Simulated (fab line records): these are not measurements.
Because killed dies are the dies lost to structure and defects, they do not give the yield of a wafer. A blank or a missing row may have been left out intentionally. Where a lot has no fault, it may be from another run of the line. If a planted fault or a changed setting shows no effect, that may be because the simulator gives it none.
2 desks looking at one fault ; flow gf180mcu ; only its own numbers are on each desk; what lay behind them is given at the end

## AT THE METROLOGY DESK
What the gauges read for every lot (on any tool): the sampled wafers with a number, averaged. Marked OUT: a lot whose mean sits more than 4 standard deviations from the usual mean, which makes it out of limits; the brackets give that distance.
Columns: A = POLY_GATE_OXIDATION_THK at GF_POLY_GATE_THK_MEAS_17, usual 3.97 nm
lot;first seen here;A
L768;day 9 08:52;4.05
L771;day 10 04:09;4.03
L772;day 10 11:46;4.02
L774;day 11 05:32;4.00
L775;day 11 11:14;3.95
L776;day 11 17:02;3.94
L784;day 14 03:05;4.11
L787;day 15 01:50;3.93
L788;day 15 10:24;3.94
L789;day 15 15:24;3.86
L790;day 15 19:13;3.95
L791;day 16 04:04;3.92
Result from this desk: across the 12 lots, nothing is out of limits.

## FOR THE TOOL OWNER'S DESK: furnace-01
The tool's own readings at GF_DUAL_GATE_OXIDATION_15 (stabilise 600 s, purge 300 s, target thk 7.098 nm): means of the sampled wafers that have a number, for each lot that ran on this tool. Marked OUT: a lot whose mean sits more than 4 standard deviations from the usual mean, which makes it out of limits; the brackets give that distance.
Columns: A = spikeTcBottomC at GF_DUAL_GATE_OXIDATION_15, usual 868.0 C; B = spikeTcCentreC at GF_DUAL_GATE_OXIDATION_15, usual 850.5 C; C = spikeTcLowerC at GF_DUAL_GATE_OXIDATION_15, usual 849.3 C; D = spikeTcTopC at GF_DUAL_GATE_OXIDATION_15, usual 863.8 C; E = spikeTcUpperC at GF_DUAL_GATE_OXIDATION_15, usual 850.2 C; F = tubeCenterTempC at GF_DUAL_GATE_OXIDATION_15, usual 850.01 C; G = tube_center_temp_C_max at GF_DUAL_GATE_OXIDATION_15, usual 852.2
lot;first seen here;A;B;C;D;E;F;G
L772;day 9 13:02;866.5;850.2;851.6;864.0;849.8;849.98;852.1
L774;day 10 05:31;866.5;850.9;852.1;862.5;850.0;849.97;852.1
L775;day 10 10:41;888.9 (+13) OUT;871.6 (+19) OUT;872.6 (+10) OUT;884.9 (+22) OUT;871.8 (+22) OUT;872.17 (+99 or more) OUT;874.5 (+65) OUT
L776;day 10 18:00;888.2 (+13) OUT;871.7 (+19) OUT;873.6 (+11) OUT;885.4 (+22) OUT;871.9 (+22) OUT;872.16 (+99 or more) OUT;874.2 (+65) OUT
L788;day 14 08:02;867.3;850.3;851.1;864.5;850.5;849.98;852.1
L789;day 14 09:57;867.1;849.9;850.9;863.4;850.4;850.06;852.0
L790;day 14 14:34;867.1;850.5;852.4;862.7;850.6;850.08;852.4
L791;day 15 01:05;866.2;850.1;851.2;863.2;850.0;850.05;852.4
This desk's verdict: out of limits on L775, L776, starting with L775 at day 10 10:41 (spikeTcBottomC at GF_DUAL_GATE_OXIDATION_15). L772, L774, L788, L789, L790, L791: within limits.

## PUT TOGETHER
The tool owner's desk had the chance to raise an alarm at day 10 10:41 on L775, L776.
Nothing out of limits was seen by the metrology desk.
The metrology desk has L775, L776 on record, within its limits.
Every lot named ran GF_DUAL_GATE_OXIDATION_15 on furnace-01.

## WHAT THE SIMULATOR HAD INSERTED
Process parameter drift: furnace-01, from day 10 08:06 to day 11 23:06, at GF_DUAL_GATE_OXIDATION_15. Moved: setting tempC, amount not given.
Shown lots that were struck: L775, L776.
Hours from the fault's start to each desk's first reading out of limits: the tool owner's desk, 3.
